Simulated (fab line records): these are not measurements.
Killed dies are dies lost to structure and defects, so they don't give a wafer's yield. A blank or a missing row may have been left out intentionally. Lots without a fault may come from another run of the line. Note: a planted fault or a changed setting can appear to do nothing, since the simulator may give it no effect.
What tool caused it? | flow gf180mcu | Sampling: 24 lots, 72 wafers, 6 of 602 route steps

WHAT THE GAUGES SHOWED, per wafer
GF_PASSIVATION_THK_MEAS_01. Usual: PASSIVATION_CVD_00_THK typically reads 1003 nm, with standard deviation 17.
lot  | measured     | on           | PASSIVATION_CVD_00_THK (nm) | flag
L074 | day 28 01:50 | filmMetro-04 | 1010 1001 1005              | 
L075 | day 28 04:47 | filmMetro-01 | 964 983 994                 | 
L076 | day 28 15:11 | filmMetro-04 | 979 992 999                 | 
L077 | day 29 01:22 | filmMetro-03 | 990 1008 997                | 
L078 | day 29 07:04 | filmMetro-01 | 1011 991 1029               | 
L079 | day 29 10:44 | filmMetro-03 | 1022 1008 1040              | 
L080 | day 29 20:05 | filmMetro-01 | 986 995 1000                | 
L081 | day 30 08:24 | filmMetro-03 | 972 993 988                 | 
L082 | day 30 09:01 | filmMetro-01 | 984 1006 999                | 
L083 | day 30 18:39 | filmMetro-03 | 1002 969 1006               | 
L084 | day 31 10:05 | filmMetro-01 | 999 986 1001                | 
L085 | day 31 14:47 | filmMetro-04 | 1010 1014 1032              | 
L086 | day 31 21:04 | filmMetro-04 | 1011 1009 1025              | 
L087 | day 32 00:35 | filmMetro-03 | 1001 986 1008               | 
L088 | day 32 04:46 | filmMetro-01 | 992 990 1017                | 
L090 | day 32 19:16 | filmMetro-03 | 1022 999 1024               | 
L089 | day 32 21:26 | filmMetro-04 | 1004 1027 1041              | 
L091 | day 33 01:19 | filmMetro-01 | 1008 1013 1029              | 
L092 | day 33 02:24 | filmMetro-01 | 967 1017 994                | 
L093 | day 33 08:37 | filmMetro-04 | 1012 1039 1026              | 
L094 | day 33 13:40 | filmMetro-01 | 1010 1000 1034              | 
L096 | day 34 02:44 | filmMetro-03 | 983 998 994                 | 
L095 | day 34 02:25 | filmMetro-04 | 993 1008 1006               | 
L097 | day 34 11:26 | filmMetro-01 | 1005 1026 1010              | 

EACH LOT AND THE TOOL THAT RAN IT (in order: tool; ch and the chambers of the sampled wafers; start)
lot  | GF_M2_SPUTTER_04            | GF_V4_STRIP_18                      | GF_V4_SPUTTER_21            | GF_MIM_SPUTTER_00           | GF_M5_STRIP_11
L074 | pvdSputter-02, day 18 04:40 | plasmaAsher-03 ch 1, day 24 09:01   | pvdSputter-03, day 24 09:32 | pvdSputter-01, day 24 10:28 | plasmaAsher-03 ch 0,1, day 26 05:43
L075 | pvdSputter-02, day 18 08:02 | plasmaAsher-04 ch 0,1, day 24 11:31 | pvdSputter-03, day 24 12:03 | pvdSputter-02, day 24 12:52 | plasmaAsher-01 ch 0,1, day 26 08:25
L076 | pvdSputter-01, day 18 18:44 | plasmaAsher-04 ch 0,1, day 24 22:20 | pvdSputter-04, day 24 22:52 | pvdSputter-03, day 24 23:50 | plasmaAsher-04 ch 0,1, day 26 19:17
L077 | pvdSputter-02, day 19 05:17 | plasmaAsher-04 ch 0,1, day 25 08:49 | pvdSputter-04, day 25 09:23 | pvdSputter-01, day 25 10:11 | plasmaAsher-04 ch 0,1, day 27 04:57
L078 | pvdSputter-02, day 19 13:04 | plasmaAsher-02 ch 0,1, day 25 15:14 | pvdSputter-02, day 25 15:45 | pvdSputter-03, day 25 16:26 | plasmaAsher-04 ch 0,1, day 27 11:22
L079 | pvdSputter-02, day 19 21:02 | plasmaAsher-04 ch 0,1, day 25 20:31 | pvdSputter-03, day 25 21:03 | pvdSputter-01, day 25 21:44 | plasmaAsher-04 ch 0,1, day 27 15:01
L080 | pvdSputter-02, day 20 08:08 | plasmaAsher-03 ch 1, day 26 07:16   | pvdSputter-03, day 26 07:50 | pvdSputter-01, day 26 08:31 | plasmaAsher-01 ch 0,1, day 28 01:13
L081 | pvdSputter-01, day 20 22:52 | plasmaAsher-03 ch 0,1, day 26 21:07 | pvdSputter-03, day 26 21:40 | pvdSputter-01, day 26 22:21 | plasmaAsher-01 ch 0,1, day 28 14:52
L082 | pvdSputter-01, day 20 23:53 | plasmaAsher-04 ch 0,1, day 26 21:30 | pvdSputter-02, day 26 22:00 | pvdSputter-01, day 26 22:41 | plasmaAsher-04 ch 0,1, day 28 15:40
L083 | pvdSputter-01, day 21 13:22 | plasmaAsher-04 ch 1, day 27 08:35   | pvdSputter-03, day 27 09:09 | pvdSputter-02, day 27 09:50 | plasmaAsher-03 ch 0, day 29 02:28
L084 | pvdSputter-04, day 22 07:22 | plasmaAsher-02 ch 1, day 28 00:53   | pvdSputter-02, day 28 01:25 | pvdSputter-02, day 28 02:08 | plasmaAsher-01 ch 0,1, day 29 18:10
L085 | pvdSputter-01, day 22 17:55 | plasmaAsher-02 ch 0,1, day 28 08:07 | pvdSputter-02, day 28 08:41 | pvdSputter-03, day 28 09:23 | plasmaAsher-03 ch 0,1, day 30 00:01
L086 | pvdSputter-02, day 22 23:20 | plasmaAsher-03 ch 0,1, day 28 13:55 | pvdSputter-02, day 28 14:28 | pvdSputter-03, day 28 15:10 | plasmaAsher-01 ch 0,1, day 30 06:14
L087 | pvdSputter-01, day 23 04:42 | plasmaAsher-02 ch 0,1, day 28 18:41 | pvdSputter-03, day 28 19:14 | pvdSputter-02, day 28 19:55 | plasmaAsher-04 ch 0,1, day 30 09:47
L088 | pvdSputter-02, day 23 09:16 | plasmaAsher-04 ch 0,1, day 28 23:07 | pvdSputter-04, day 28 23:39 | pvdSputter-02, day 29 00:20 | plasmaAsher-01 ch 0,1, day 30 14:26
L090 | pvdSputter-02, day 24 02:50 | plasmaAsher-02 ch 0,1, day 29 14:03 | pvdSputter-03, day 29 14:53 | pvdSputter-01, day 29 15:35 | plasmaAsher-03 ch 0,1, day 31 05:26
L089 | pvdSputter-02, day 24 06:53 | plasmaAsher-02 ch 0,1, day 29 17:49 | pvdSputter-03, day 29 18:21 | pvdSputter-03, day 29 19:02 | plasmaAsher-04 ch 0,1, day 31 07:59
L091 | pvdSputter-01, day 24 12:29 | plasmaAsher-04 ch 0,1, day 29 21:34 | pvdSputter-03, day 29 22:06 | pvdSputter-03, day 29 22:47 | plasmaAsher-01 ch 0,1, day 31 11:29
L092 | pvdSputter-01, day 24 14:20 | plasmaAsher-04 ch 0,1, day 29 22:32 | pvdSputter-04, day 29 23:02 | pvdSputter-03, day 29 23:44 | plasmaAsher-03 ch 0,1, day 31 12:13
L093 | pvdSputter-01, day 24 23:11 | plasmaAsher-04 ch 0,1, day 30 06:48 | pvdSputter-04, day 30 07:19 | pvdSputter-03, day 30 08:00 | plasmaAsher-01 ch 0,1, day 31 19:15
L094 | pvdSputter-01, day 25 05:23 | plasmaAsher-02 ch 0,1, day 30 12:52 | pvdSputter-03, day 30 13:25 | pvdSputter-03, day 30 14:16 | plasmaAsher-04 ch 0,1, day 32 01:52
L096 | pvdSputter-01, day 25 23:49 | plasmaAsher-04 ch 0,1, day 31 03:52 | pvdSputter-02, day 31 04:25 | pvdSputter-01, day 31 05:07 | plasmaAsher-04 ch 1, day 32 15:44
L095 | pvdSputter-02, day 26 00:08 | plasmaAsher-04 ch 0,1, day 31 03:10 | pvdSputter-03, day 31 03:44 | pvdSputter-01, day 31 04:25 | plasmaAsher-01 ch 0,1, day 32 14:47
L097 | pvdSputter-01, day 26 09:48 | plasmaAsher-04 ch 0,1, day 31 12:38 | pvdSputter-03, day 31 13:13 | pvdSputter-01, day 31 14:38 | plasmaAsher-04 ch 0,1, day 33 00:40
- GF_M2_SPUTTER_04: material TiN, target thk 50 nm, time 41.7 s.
- GF_V4_STRIP_18: strips in O2/N2.
- GF_V4_SPUTTER_21: material Ti, target thk 15 nm, time 80.02 s.
- GF_MIM_SPUTTER_00: material Ti, target thk 37.5 nm, time 150 s.
- GF_M5_STRIP_11: strips in O2/N2.

WHAT THE TOOLS THEMSELVES READ (means of the sampled wafers that have a number; where no wafer has one, the mark that the record gives instead)
GF_M2_SPUTTER_04. Usual: throttleValvePct reads 29.9 % (standard deviation 1.2).
lot  | tool          | throttleValvePct (%) | flag
L074 | pvdSputter-02 | 30.4                 | 
L075 | pvdSputter-02 | 31.1                 | 
L076 | pvdSputter-01 | 28.8                 | 
L077 | pvdSputter-02 | 30.4                 | 
L078 | pvdSputter-02 | 31.0                 | 
L079 | pvdSputter-02 | 31.0                 | 
L080 | pvdSputter-02 | 30.2                 | 
L081 | pvdSputter-01 | 29.9                 | 
L082 | pvdSputter-01 | 29.7                 | 
L083 | pvdSputter-01 | 29.7                 | 
L084 | pvdSputter-04 | 29.9                 | 
L085 | pvdSputter-01 | 29.8                 | 
L086 | pvdSputter-02 | 31.2                 | 
L087 | pvdSputter-01 | 28.5                 | 
L088 | pvdSputter-02 | 31.0                 | 
L090 | pvdSputter-02 | 30.3                 | 
L089 | pvdSputter-02 | 30.7                 | 
L091 | pvdSputter-01 | 29.3                 | 
L092 | pvdSputter-01 | 29.0                 | 
L093 | pvdSputter-01 | 30.0                 | 
L094 | pvdSputter-01 | 29.6                 | 
L096 | pvdSputter-01 | 29.4                 | 
L095 | pvdSputter-02 | 30.3                 | 
L097 | pvdSputter-01 | 29.5                 | 

GF_V4_STRIP_18. Usual: drypumpMotorCurrentA 5.7 A, standard deviation 0.37; heaterPowerW 330 W, standard deviation 22; oesProductAu 0.592 a.u., standard deviation 0.0049.
lot  | tool           | drypumpMotorCurrentA (A) | heaterPowerW (W) | oesProductAu (a.u.) | flag
L074 | plasmaAsher-03 | 6.4                      | 334              | 0.598               | 
L075 | plasmaAsher-04 | 5.6                      | 321              | 0.594               | 
L076 | plasmaAsher-04 | 5.8                      | 334              | 0.589               | 
L077 | plasmaAsher-04 | 5.8                      | 328              | 0.595               | 
L078 | plasmaAsher-02 | 5.6                      | 352              | 0.592               | 
L079 | plasmaAsher-04 | 5.6                      | 321              | 0.591               | 
L080 | plasmaAsher-03 | 6.4                      | 337              | 0.588               | 
L081 | plasmaAsher-03 | 5.8                      | 294              | 0.590               | 
L082 | plasmaAsher-04 | 5.6                      | 325              | 0.597               | 
L083 | plasmaAsher-04 | 6.1                      | 341              | 0.594               | 
L084 | plasmaAsher-02 | 5.7                      | 365              | 0.592               | 
L085 | plasmaAsher-02 | 5.5                      | 347              | 0.592               | 
L086 | plasmaAsher-03 | 5.8                      | 292              | 0.590               | 
L087 | plasmaAsher-02 | 5.5                      | 348              | 0.592               | 
L088 | plasmaAsher-04 | 5.8                      | 335              | 0.596               | 
L090 | plasmaAsher-02 | 5.5                      | 350              | 0.593               | 
L089 | plasmaAsher-02 | 5.6                      | 357              | 0.595               | 
L091 | plasmaAsher-04 | 5.6                      | 322              | 0.590               | 
L092 | plasmaAsher-04 | 5.8                      | 328              | 0.590               | 
L093 | plasmaAsher-04 | 5.6                      | 323              | 0.593               | 
L094 | plasmaAsher-02 | 5.5                      | 350              | 0.592               | 
L096 | plasmaAsher-04 | 5.6                      | 320              | 0.594               | 
L095 | plasmaAsher-04 | 5.8                      | 332              | 0.589               | 
L097 | plasmaAsher-04 | 5.8                      | 329              | 0.599               | 

GF_V4_SPUTTER_21. Usual: throttleValvePct reads 30.2 % (standard deviation 1.3).
lot  | tool          | throttleValvePct (%) | flag
L074 | pvdSputter-03 | 29.6                 | 
L075 | pvdSputter-03 | 30.4                 | 
L076 | pvdSputter-04 | 29.6                 | 
L077 | pvdSputter-04 | 29.8                 | 
L078 | pvdSputter-02 | 30.6                 | 
L079 | pvdSputter-03 | 29.6                 | 
L080 | pvdSputter-03 | 29.8                 | 
L081 | pvdSputter-03 | 30.4                 | 
L082 | pvdSputter-02 | 31.5                 | 
L083 | pvdSputter-03 | 29.7                 | 
L084 | pvdSputter-02 | 30.1                 | 
L085 | pvdSputter-02 | 30.2                 | 
L086 | pvdSputter-02 | 30.6                 | 
L087 | pvdSputter-03 | 29.6                 | 
L088 | pvdSputter-04 | 29.5                 | 
L090 | pvdSputter-03 | 29.7                 | 
L089 | pvdSputter-03 | 31.3                 | 
L091 | pvdSputter-03 | 29.7                 | 
L092 | pvdSputter-04 | 29.5                 | 
L093 | pvdSputter-04 | 29.6                 | 
L094 | pvdSputter-03 | 29.6                 | 
L096 | pvdSputter-02 | 30.1                 | 
L095 | pvdSputter-03 | 30.3                 | 
L097 | pvdSputter-03 | 30.5                 | 

GF_MIM_SPUTTER_00. Usual: throttleValvePct reads 29.8 % (standard deviation 1.4).
lot  | tool          | throttleValvePct (%) | flag
L074 | pvdSputter-01 | 28.2                 | 
L075 | pvdSputter-02 | 30.5                 | 
L076 | pvdSputter-03 | 30.4                 | 
L077 | pvdSputter-01 | 29.2                 | 
L078 | pvdSputter-03 | 29.9                 | 
L079 | pvdSputter-01 | 29.3                 | 
L080 | pvdSputter-01 | 29.4                 | 
L081 | pvdSputter-01 | 28.5                 | 
L082 | pvdSputter-01 | 28.1                 | 
L083 | pvdSputter-02 | 30.0                 | 
L084 | pvdSputter-02 | 30.6                 | 
L085 | pvdSputter-03 | 30.9                 | 
L086 | pvdSputter-03 | 31.7                 | 
L087 | pvdSputter-02 | 30.6                 | 
L088 | pvdSputter-02 | 30.7                 | 
L090 | pvdSputter-01 | 29.0                 | 
L089 | pvdSputter-03 | 30.2                 | 
L091 | pvdSputter-03 | 30.5                 | 
L092 | pvdSputter-03 | 30.3                 | 
L093 | pvdSputter-03 | 28.9                 | 
L094 | pvdSputter-03 | 30.5                 | 
L096 | pvdSputter-01 | 29.6                 | 
L095 | pvdSputter-01 | 28.3                 | 
L097 | pvdSputter-01 | 29.8                 | 

GF_M5_STRIP_11. Usual: drypumpMotorCurrentA 5.6 A, standard deviation 0.55; heaterPowerW 328 W, standard deviation 25; oesProductAu 0.542 a.u., standard deviation 0.005; stripTimeToEndpointS 7.50 s, standard deviation 0.047.
lot  | tool           | drypumpMotorCurrentA (A) | heaterPowerW (W) | oesProductAu (a.u.) | stripTimeToEndpointS (s) | flag
L074 | plasmaAsher-03 | 5.8                      | 294              | 0.548               | 7.49                     | 
L075 | plasmaAsher-01 | 5.6                      | 336              | 0.545               | 7.57                     | 
L076 | plasmaAsher-04 | 5.6                      | 322              | 0.541               | 7.52                     | 
L077 | plasmaAsher-04 | 5.6                      | 319              | 0.547               | 7.50                     | 
L078 | plasmaAsher-04 | 5.8                      | 334              | 0.544               | 7.51                     | 
L079 | plasmaAsher-04 | 5.8                      | 329              | 0.539               | 7.47                     | 
L080 | plasmaAsher-01 | 5.6                      | 336              | 0.545               | 7.52                     | 
L081 | plasmaAsher-01 | 5.6                      | 334              | 0.544               | 7.52                     | 
L082 | plasmaAsher-04 | 5.6                      | 326              | 0.542               | 7.50                     | 
L083 | plasmaAsher-03 | 5.5                      | 280              | 0.546               | 7.54                     | 
L084 | plasmaAsher-01 | 5.1                      | 347              | 0.544               | 7.52                     | 
L085 | plasmaAsher-03 | 6.1                      | 313              | 0.538               | 7.47                     | 
L086 | plasmaAsher-01 | 5.6                      | 336              | 0.545               | 7.51                     | 
L087 | plasmaAsher-04 | 5.6                      | 322              | 0.538               | 7.45                     | 
L088 | plasmaAsher-01 | 5.6                      | 336              | 0.542               | 7.45                     | 
L090 | plasmaAsher-03 | 5.8                      | 300              | 0.535               | 7.45                     | 
L089 | plasmaAsher-04 | 5.6                      | 321              | 0.540               | 7.48                     | 
L091 | plasmaAsher-01 | 5.6                      | 337              | 0.546               | 7.53                     | 
L092 | plasmaAsher-03 | 6.0                      | 313              | 0.540               | 7.50                     | 
L093 | plasmaAsher-01 | 5.6                      | 336              | 0.537               | 7.43                     | 
L094 | plasmaAsher-04 | 5.8                      | 317              | 0.542               | 7.52                     | 
L096 | plasmaAsher-04 | 6.1                      | 322              | 0.547               | 7.50                     | 
L095 | plasmaAsher-01 | 5.6                      | 335              | 0.545               | 7.54                     | 
L097 | plasmaAsher-04 | 5.6                      | 322              | 0.541               | 7.42                     | 

THE ANSWER, worked out from the rows above alone
Rule: lot off if the mean of its wafers having a number is beyond 3 standard deviations from the usual mean. Also off: a lot with no number at a reading for which 4 or more lots have one. The other lots that the step has rows for count as sound. After the gauges, taken in route order, come the tools' own readings; for these a lot's mean is taken, as printed above. The first step at which some lot is off is used, and at that step the reading that is off furthest; a lot without a number counts as furthest.
Nothing can be told from this: no lot is off at any reading shown.

WHAT WAS PUT IN BY THE SIMULATOR
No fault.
